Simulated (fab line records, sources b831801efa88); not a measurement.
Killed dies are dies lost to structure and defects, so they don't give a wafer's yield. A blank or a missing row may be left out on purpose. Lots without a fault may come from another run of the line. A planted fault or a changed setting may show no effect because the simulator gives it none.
A struck lot beside a sound one | flow sky130 | 15 steps out of a route of 708
Sound: wafers L349.2, L349.3, L349.6. Struck: wafers L361.1, L361.2, L361.3. The cause comes at the end.
At each step with rows: each side's tool, then ch and its chambers, then its first start. Under that, the readings that differ: sound wafers | struck wafers | difference of the means | sigmas: that difference in standard deviations of wafers without a fault.
alike: readings whose means differ by less than 2 such deviations, and words and numbers that are the same on both sides. not compared: withheld readings, readings that some wafer has no value for, bounds like >300 that may hide the same value, and numbers for which the record gives no deviation and whose values overlap.
The two part at a step that has a row with sigmas, a row that says differs or no value, or rows on one side only. Numbers that don't overlap but have no deviation are shown without sigmas and don't part them. A reading that every wafer of one side lacks parts them only if that side has two wafers or more.

SKY_VIA1_CMP_02: polishes SiO2.
  sound on cmp-02 ch 2,3, day 34 04:41; struck on cmp-02 ch 0,2,3, day 38 05:16
  alike: head_pressure_psi, motor_current_A, retaining_ring_pressure_frac
SKY_VIA1_BOW_MEAS_03:
  sound on film_metro-01, day 34 04:58; struck on film_metro-04, day 38 05:34
  alike: VIA1_BOW
then, 8 steps without rows for these wafers: SKY_VIA1_DEHYDRATE_04 (time 60 s); SKY_VIA1_HMDS_05 (prime time 60 s); SKY_VIA1_COAT_06 (resist thk 60 nm); SKY_VIA1_COAT_07 (resist thk 450 nm); SKY_VIA1_SOFTBAKE_08 (time 90 s); SKY_VIA1_EXPOSE_09 (exposes mask VIM, target cd 150 nm); SKY_VIA1_PEB_10; SKY_VIA1_DEVELOP_11 (develop time 60 s).
SKY_VIA1_CD_MEAS_12: target cd 150 nm.
  sound on cd_sem-02, day 35 07:05; struck on cd_sem-01, day 39 06:28
  alike: cd_nm
SKY_VIA1_OVL_MEAS_13:
  sound on overlay-01, day 35 07:11; struck on overlay-02, day 39 06:35
  alike: VIA1_OVL
SKY_VIA1_ETCH_14: etches BARC in N2/H2, stops on SiO2, time 45.9 s, target depth 60 nm.
  sound on rie_diel-01 ch 1,2,3, day 35 07:13; struck on rie_diel-03 ch 0,2,3, day 39 06:37
  reading                                     | sound             | struck            | difference | sigmas
  oes_product_au (a.u.)                       | 0.860 0.852 0.861 | 0.815 0.814 0.811 | -0.044     | -9
  run_length_s (s)                            | 74.8 74.0 73.7    | 78.9 78.4 78.3    | +4.4       | +10
  model.KrF-thick_of_VIA1_COAT_07.thk_nm (nm) | 392.2 393.1 395.1 | 388.4 388.2 388.4 | -5.1       |
  alike: chamber_pressure_mTorr, drypump_motor_current_A, throttle_valve_pct
  not compared: rf_hours_counter_h
SKY_VIA1_ETCH_15: etches SiO2 in C4F8/O2/Ar, stops on TiN, target depth 351 nm, time 54 s.
  sound on rie_diel-01 ch 1,2,3, day 35 07:16; struck on rie_diel-03 ch 0,2,3, day 39 06:40
  reading                                     | sound             | struck            | difference | sigmas
  model.KrF-thick_of_VIA1_COAT_07.thk_nm (nm) | 321.1 321.6 325.4 | 319.7 316.8 316.7 | -5.0       |
  alike: chamber_pressure_mTorr, oes_product_au, run_length_s
  not compared: rf_hours_counter_h
SKY_VIA1_STRIP_16: strips in O2/N2.
  sound on plasma_asher-01 ch 0,1, day 35 07:18; struck on plasma_asher-02 ch 0,1, day 39 06:43
  reading                      | sound             | struck            | difference | sigmas
  strip_time_to_endpoint_s (s) | 4.454 4.442 4.497 | 4.417 4.384 4.401 | -0.064     | -3
  alike: chamber_pressure_mTorr, drypump_motor_current_A, o2_flow_sccm, oes_product_au
  not compared: rf_hours_counter_h

WHERE THEY PART
First at SKY_VIA1_ETCH_14; last, within this record, at SKY_VIA1_STRIP_16.

WHY: what the simulator had put in
Process parameter drift: rie_diel-03, from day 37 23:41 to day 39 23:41, at SKY_VIA1_ETCH_14. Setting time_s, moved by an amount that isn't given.
